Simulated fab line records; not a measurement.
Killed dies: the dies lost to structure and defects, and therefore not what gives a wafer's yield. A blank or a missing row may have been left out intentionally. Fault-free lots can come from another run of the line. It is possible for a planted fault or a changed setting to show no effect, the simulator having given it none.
fab line records | flow gf180mcu
[record] lots = 12 | wafers = 36 | last-day = 34
route steps=602 shown V1@359 M3@411 M4@467 V5@554
lots untouched by any fault: they come from a run of this same line in which no faults occurred
start-h: the number of hours between the record's first day and the start of the first shown wafer of the lot | wait-h: hours from the lot's prior step to this one | " identical to the entry in the row above | L1.1+2: several wafers, shown together as one row | - no value, or no start was given | * or withheld: withheld | < > ~ a bound
route shown NAME@n: a module of which the file shows steps, and the number in the route of the first | usual: the fault-free wafers' mean and standard deviation | same: alike in all rows | chamber/n: place in a boat | sites: each site's reading | _std_site: standard deviation of those values | _edge_site: the outer-site mean with the inner-site mean subtracted | radius-mm: how far each site lies from the wafer's centre | mask NAME#n: copy n | behind: the tool/chamber that last shaped the wafer | hold: why the lot went on hold/how many hours it stayed there/how the hold came to an end | device: whichever transistor did not switch (one of n, p or np) | end of line: tests run on the same wafers once the route is complete | step lacking rows: just its recipe | killed: at the first sort, the dies lost to defects and structure; wafer yield is something else | map: a wafer's dies, marking killed ones x, the rest . and places with no die _
set.NAME: the setting the step ran with; set.NAME@STEP: the setting that earlier step ran with | model.NAME: the simulator's own value behind a step, which no gauge read
steps of the route over a sample of lots; a table a step, a row a wafer
services: when a tool's chamber went out of use (start-h, in hours from the record's first day, below 0 if earlier), for how many hours, and the reason
[[steps]]
[step GF_V1_RS_MEAS_24]
[recipe] thk-meas-gauge = four-point-probe | reads = W_of_V1_CVD_23+TiN_of_V1_SPUTTER_22+Ti_of_V1_SPUTTER_21
[usual] V1_W_RS = 0.328/0.0038
lot.wafer | tool          | chamber | start-h | wait-h | V1_W_RS[ohm/sq]
L677.3    | film-metro-04 | -       | 411.23  | 0.1    | 0.332
L677.4    | "             | -       | "       | "      | 0.332
L677.6    | "             | -       | "       | "      | 0.325
L678.3    | film-metro-03 | -       | 421.51  | 0.1    | 0.320
L678.4    | "             | -       | "       | "      | 0.324
L678.6    | "             | -       | "       | "      | 0.324
L681.1    | film-metro-03 | -       | 449.57  | 0.1    | 0.323
L681.2    | "             | -       | "       | "      | 0.331
L681.5    | "             | -       | "       | "      | 0.329
L684.2    | film-metro-03 | -       | 466.44  | 0.1    | 0.328
L684.5    | "             | -       | "       | "      | 0.323
L684.6    | "             | -       | "       | "      | 0.329
L686.2    | film-metro-03 | -       | 487.74  | 0.1    | 0.327
L686.4    | "             | -       | "       | "      | 0.326
L686.5    | "             | -       | "       | "      | 0.323
L687.1    | film-metro-03 | -       | 502.03  | 0.1    | 0.330
L687.2    | "             | -       | "       | "      | 0.331
L687.4    | "             | -       | "       | "      | 0.330
L688.1    | film-metro-03 | -       | 504.52  | 0.1    | 0.330
L688.2    | "             | -       | "       | "      | 0.329
L688.6    | "             | -       | "       | "      | 0.331
L689.1    | film-metro-04 | -       | 518.22  | 0.1    | 0.330
L689.3    | "             | -       | "       | "      | 0.331
L689.6    | "             | -       | "       | "      | 0.326
L690.3    | film-metro-03 | -       | 524.93  | 0.1    | 0.333
L690.5    | "             | -       | "       | "      | 0.328
L690.6    | "             | -       | "       | "      | 0.331
L691.1    | film-metro-01 | -       | 532.43  | 0.1    | 0.331
L691.3    | "             | -       | "       | "      | 0.335
L691.5    | "             | -       | "       | "      | 0.326
L698.3    | film-metro-04 | -       | 591.05  | 0.1    | 0.332
L698.5    | "             | -       | "       | "      | 0.327
L698.6    | "             | -       | "       | "      | 0.336
L699.1    | film-metro-01 | -       | 602.26  | 0.1    | 0.318
L699.4    | "             | -       | "       | "      | 0.323
L699.6    | "             | -       | "       | "      | 0.318
[step GF_M3_SPUTTER_02]
[recipe] material = AlCu | target-thk-nm = 450 | power-w = 10600 | time-s = 23.9 | chamber-pressure-pa = 0.4
[usual] throttle-valve-pct = 30.2/0.95
lot.wafer | tool           | chamber | start-h | wait-h | throttle-valve-pct
L677.3    | pvd-sputter-02 | -       | 463.81  | 0.0    | 29.6
L677.4    | "              | -       | "       | "      | 28.7
L677.6    | "              | -       | "       | "      | 29.7
L678.3    | pvd-sputter-01 | -       | 473.38  | 0.0    | 31.6
L678.4    | "              | -       | "       | "      | 29.5
L678.6    | "              | -       | "       | "      | 30.8
L681.1    | pvd-sputter-01 | -       | 501.96  | 0.0    | 31.2
L681.2    | "              | -       | "       | "      | 29.7
L681.5    | "              | -       | "       | "      | 29.1
L684.2    | pvd-sputter-01 | -       | 517.03  | 0.0    | 31.5
L684.5    | "              | -       | "       | "      | 31.7
L684.6    | "              | -       | "       | "      | 29.5
L686.2    | pvd-sputter-04 | -       | 538.26  | 0.0    | 30.4
L686.4    | "              | -       | "       | "      | 29.5
L686.5    | "              | -       | "       | "      | 29.4
L687.1    | pvd-sputter-01 | -       | 551.60  | 0.0    | 31.6
L687.2    | "              | -       | "       | "      | 29.4
L687.4    | "              | -       | "       | "      | 31.4
L688.1    | pvd-sputter-04 | -       | 559.90  | 0.0    | 31.0
L688.2    | "              | -       | "       | "      | 29.7
L688.6    | "              | -       | "       | "      | 30.4
L689.1    | pvd-sputter-02 | -       | 567.79  | 0.0    | 28.9
L689.3    | "              | -       | "       | "      | 29.7
L689.6    | "              | -       | "       | "      | 29.8
L690.3    | pvd-sputter-01 | -       | 572.63  | 0.0    | 29.6
L690.5    | "              | -       | "       | "      | 30.9
L690.6    | "              | -       | "       | "      | 29.4
L691.1    | pvd-sputter-01 | -       | 582.66  | 0.0    | 30.9
L691.3    | "              | -       | "       | "      | 31.2
L691.5    | "              | -       | "       | "      | 31.3
L698.3    | pvd-sputter-01 | -       | 636.86  | 0.0    | 31.1
L698.5    | "              | -       | "       | "      | 31.0
L698.6    | "              | -       | "       | "      | 29.4
L699.1    | pvd-sputter-04 | -       | 645.17  | 0.0    | 30.3
L699.4    | "              | -       | "       | "      | 29.2
L699.6    | "              | -       | "       | "      | 29.8
[step GF_M4_EXPOSE_11]
[recipe] mask-id = Metal4 | target-cd-nm = 280 | na = 0.68 | source-shape = conventional | sigma-outer = 0.6 | dose-mj = 28
[usual] exposure-dose-mJ-cm2 = 27.956/0.029 | reticle-temp-C = 22.99/0.11 | stage-vel-mm-s = 499.97/0.22
lot.wafer | tool           | chamber | start-h | wait-h | mask     | exposure-dose-mJ-cm2 | reticle-temp-C | stage-vel-mm-s
L677.3    | krf-scanner-01 | 0       | 526.85  | -      | Metal4#0 | 27.999               | 22.77          | 499.96
L677.4    | "              | 0       | "       | "      | Metal4#0 | 27.992               | 22.76          | 500.12
L677.6    | "              | 0       | "       | "      | Metal4#0 | 27.955               | 22.88          | 499.96
L678.3    | krf-scanner-01 | 0       | 535.43  | -      | Metal4#0 | 27.954               | 22.94          | 500.13
L678.4    | "              | 0       | "       | "      | Metal4#0 | 27.958               | 23.11          | 499.95
L678.6    | "              | 0       | "       | "      | Metal4#0 | 27.941               | 23.03          | 500.04
L681.1    | krf-scanner-02 | 0       | 562.26  | -      | Metal4#0 | 27.972               | 23.04          | 499.98
L681.2    | "              | 0       | "       | "      | Metal4#0 | 28.004               | 22.93          | 500.10
L681.5    | "              | 0       | "       | "      | Metal4#0 | 27.939               | 22.93          | 499.85
L684.2    | krf-scanner-01 | 0       | 575.65  | -      | Metal4#0 | 27.954               | 23.06          | 499.77
L684.5    | "              | 0       | "       | "      | Metal4#0 | 27.971               | 22.91          | 499.90
L684.6    | "              | 0       | "       | "      | Metal4#0 | 27.950               | 23.06          | 500.28
L686.2    | krf-scanner-01 | 0       | 596.78  | -      | Metal4#0 | 27.975               | 22.92          | 499.66
L686.4    | "              | 0       | "       | "      | Metal4#0 | 27.970               | 22.93          | 499.79
L686.5    | "              | 0       | "       | "      | Metal4#0 | 27.969               | 22.94          | 499.80
L687.1    | krf-scanner-01 | 0       | 608.33  | -      | Metal4#0 | 27.939               | 22.94          | 500.43
L687.2    | "              | 0       | "       | "      | Metal4#0 | 27.980               | 22.92          | 500.33
L687.4    | "              | 0       | "       | "      | Metal4#0 | 27.984               | 22.95          | 500.32
L688.1    | krf-scanner-01 | 0       | 615.43  | -      | Metal4#0 | 27.963               | 22.85          | 499.97
L688.2    | "              | 0       | "       | "      | Metal4#0 | 27.937               | 23.15          | 499.61
L688.6    | "              | 0       | "       | "      | Metal4#0 | 27.943               | 23.02          | 499.88
L689.1    | krf-scanner-02 | 0       | 624.26  | -      | Metal4#0 | 27.939               | 22.88          | 499.84
L689.3    | "              | 0       | "       | "      | Metal4#0 | 27.879               | 22.97          | 500.17
L689.6    | "              | 0       | "       | "      | Metal4#0 | 27.971               | 22.92          | 500.06
L690.3    | krf-scanner-01 | 0       | 628.80  | -      | Metal4#0 | 27.970               | 22.98          | 500.21
L690.5    | "              | 0       | "       | "      | Metal4#0 | 27.941               | 22.95          | 500.06
L690.6    | "              | 0       | "       | "      | Metal4#0 | 28.029               | 22.91          | 499.92
L691.1    | krf-scanner-01 | 0       | 638.03  | -      | Metal4#0 | 27.951               | 23.08          | 500.30
L691.3    | "              | 0       | "       | "      | Metal4#0 | 27.964               | 23.11          | 500.05
L691.5    | "              | 0       | "       | "      | Metal4#0 | 27.920               | 22.91          | 500.13
L698.3    | krf-scanner-02 | 0       | 689.53  | -      | Metal4#0 | 27.913               | 23.06          | 499.64
L698.5    | "              | 0       | "       | "      | Metal4#0 | 27.921               | 23.03          | 499.62
L698.6    | "              | 0       | "       | "      | Metal4#0 | 27.923               | 23.09          | 499.54
L699.1    | krf-scanner-02 | 0       | 696.88  | -      | Metal4#0 | 27.926               | 23.21          | 499.90
L699.4    | "              | 0       | "       | "      | Metal4#0 | 27.937               | 23.06          | 499.96
L699.6    | "              | 0       | "       | "      | Metal4#0 | 27.910               | 23.03          | 500.05
[step GF_M4_CD_MEAS_14]
[recipe] target-cd-nm = 280
[usual] cd-nm = 279.7/1.3
lot.wafer | tool      | chamber | start-h | wait-h | cd-nm
L677.3    | cd-sem-01 | -       | 537.73  | 0.1    | 279.1
L677.4    | "         | -       | "       | "      | 279.0
L677.6    | "         | -       | "       | "      | 278.9
L678.3    | cd-sem-01 | -       | 545.82  | 0.1    | 279.3
L678.4    | "         | -       | "       | "      | 278.9
L678.6    | "         | -       | "       | "      | 279.8
L681.1    | cd-sem-01 | -       | 572.68  | 0.1    | 283.6
L681.2    | "         | -       | "       | "      | 282.0
L681.5    | "         | -       | "       | "      | 281.5
L684.2    | cd-sem-01 | -       | 585.85  | 0.1    | 276.5
L684.5    | "         | -       | "       | "      | 277.7
L684.6    | "         | -       | "       | "      | 277.3
L686.2    | cd-sem-02 | -       | 607.15  | 0.1    | 278.7
L686.4    | "         | -       | "       | "      | 278.8
L686.5    | "         | -       | "       | "      | 278.1
L687.1    | cd-sem-01 | -       | 618.79  | 0.1    | 280.4
L687.2    | "         | -       | "       | "      | 280.1
L687.4    | "         | -       | "       | "      | 280.8
L688.1    | cd-sem-02 | -       | 626.19  | 0.1    | 280.0
L688.2    | "         | -       | "       | "      | 279.6
L688.6    | "         | -       | "       | "      | 279.2
L689.1    | cd-sem-02 | -       | 634.38  | 0.1    | 281.6
L689.3    | "         | -       | "       | "      | 281.2
L689.6    | "         | -       | "       | "      | 281.2
L690.3    | cd-sem-01 | -       | 638.73  | 0.1    | 278.5
L690.5    | "         | -       | "       | "      | 267.3
L690.6    | "         | -       | "       | "      | 278.6
L691.1    | cd-sem-02 | -       | 648.38  | 0.1    | 268.5
L691.3    | "         | -       | "       | "      | 280.1
L691.5    | "         | -       | "       | "      | 268.5
L698.3    | cd-sem-02 | -       | 698.62  | 0.1    | 280.5
L698.5    | "         | -       | "       | "      | 279.7
L698.6    | "         | -       | "       | "      | 279.9
L699.1    | cd-sem-02 | -       | 705.63  | 0.1    | 279.2
L699.4    | "         | -       | "       | "      | 279.9
L699.6    | "         | -       | "       | "      | 279.9
[step GF_V5_CD_MEAS_14]
[recipe] target-cd-nm = 260
[usual] cd-nm = 260.2/1.3
lot.wafer | tool      | chamber | start-h | wait-h | cd-nm
L677.3    | cd-sem-02 | -       | 629.27  | 0.1    | 260.5
L677.4    | "         | -       | "       | "      | 260.1
L677.6    | "         | -       | "       | "      | 260.2
L678.3    | cd-sem-01 | -       | 634.77  | 0.1    | 258.3
L678.4    | "         | -       | "       | "      | 258.5
L678.6    | "         | -       | "       | "      | 260.4
L681.1    | cd-sem-02 | -       | 660.24  | 0.1    | 261.5
L681.2    | "         | -       | "       | "      | 261.3
L681.5    | "         | -       | "       | "      | 259.6
L684.2    | cd-sem-02 | -       | 673.66  | 0.1    | 259.2
L684.5    | "         | -       | "       | "      | 259.8
L684.6    | "         | -       | "       | "      | 259.7
L686.2    | cd-sem-01 | -       | 692.75  | 0.1    | 259.3
L686.4    | "         | -       | "       | "      | 261.0
L686.5    | "         | -       | "       | "      | 261.2
L687.1    | cd-sem-02 | -       | 701.78  | 0.1    | 258.8
L687.2    | "         | -       | "       | "      | 259.4
L687.4    | "         | -       | "       | "      | 258.7
L688.1    | cd-sem-02 | -       | 711.93  | 0.1    | 260.3
L688.2    | "         | -       | "       | "      | 258.7
L688.6    | "         | -       | "       | "      | 260.8
L689.1    | cd-sem-01 | -       | 715.99  | 0.1    | 261.2
L689.3    | "         | -       | "       | "      | 261.2
L689.6    | "         | -       | "       | "      | 261.3
L690.3    | cd-sem-01 | -       | 718.78  | 0.1    | 259.9
L690.5    | "         | -       | "       | "      | 260.5
L690.6    | "         | -       | "       | "      | 258.8
L691.1    | cd-sem-02 | -       | 731.25  | 0.2    | 260.1
L691.3    | "         | -       | "       | "      | 258.8
L691.5    | "         | -       | "       | "      | 259.3
L698.3    | cd-sem-01 | -       | 772.07  | 0.1    | 258.6
L698.5    | "         | -       | "       | "      | 258.8
L698.6    | "         | -       | "       | "      | 258.8
L699.1    | cd-sem-02 | -       | 777.94  | 0.1    | 257.3
L699.4    | "         | -       | "       | "      | 259.3
L699.6    | "         | -       | "       | "      | 259.4
[[services]]
tool           | chamber | start-h | hours | kind
krf-scanner-02 | -       | 440.04  | 1.3   | pm
krf-scanner-01 | -       | 442.35  | 0.5   | repair
krf-scanner-02 | -       | 442.35  | 8.5   | repair
krf-scanner-01 | -       | 450.83  | 8.0   | pm
krf-scanner-02 | -       | 454.02  | 0.5   | repair
krf-scanner-01 | -       | 463.60  | 1.0   | pm
krf-scanner-02 | -       | 474.78  | 0.2   | repair
krf-scanner-01 | -       | 485.10  | 0.8   | pm
krf-scanner-02 | -       | 486.77  | 0.8   | pm
krf-scanner-01 | 0       | 498.62  | -     | calibration
krf-scanner-02 | -       | 502.48  | 0.6   | repair
krf-scanner-01 | -       | 516.59  | 4.0   | pm
krf-scanner-01 | -       | 521.54  | 0.2   | repair
krf-scanner-02 | -       | 530.91  | 0.3   | repair
krf-scanner-01 | -       | 567.56  | 1.3   | pm
krf-scanner-02 | -       | 590.05  | 1.0   | pm
pvd-sputter-04 | -       | 615.04  | 2.4   | repair
krf-scanner-02 | -       | 615.94  | 1.3   | pm
krf-scanner-01 | -       | 632.58  | 1.0   | pm
pvd-sputter-01 | -       | 652.05  | 24.1  | repair
krf-scanner-01 | -       | 653.90  | 0.8   | pm
krf-scanner-02 | -       | 655.57  | 0.8   | pm
krf-scanner-01 | 0       | 678.09  | -     | calibration
krf-scanner-01 | -       | 680.75  | 40.1  | repair
[[key]]
[first-sign] step = GF_M4_CD_MEAS_14 | reading = cd-nm | direction = down | sigmas = 8.9 | usual = 279.7 | struck = 268.1
effect none on later readings
met-at GF_M4_EXPOSE_11
struck-lots L690,L691
struck-wafers L690.5,L691.1,L691.5
not-acting-at GF_V1_RS_MEAS_24,GF_M3_SPUTTER_02,GF_V5_CD_MEAS_14
onset-between 615.43 628.80
[fault] kind = process-parameter-drift | tool = krf-scanner-01 | chamber = - | onset-h = 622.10 | steps = GF_M4_EXPOSE_11 | channel = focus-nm | offset = 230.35 | shape = step | end-h = 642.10 | scope = struck-wafers-only
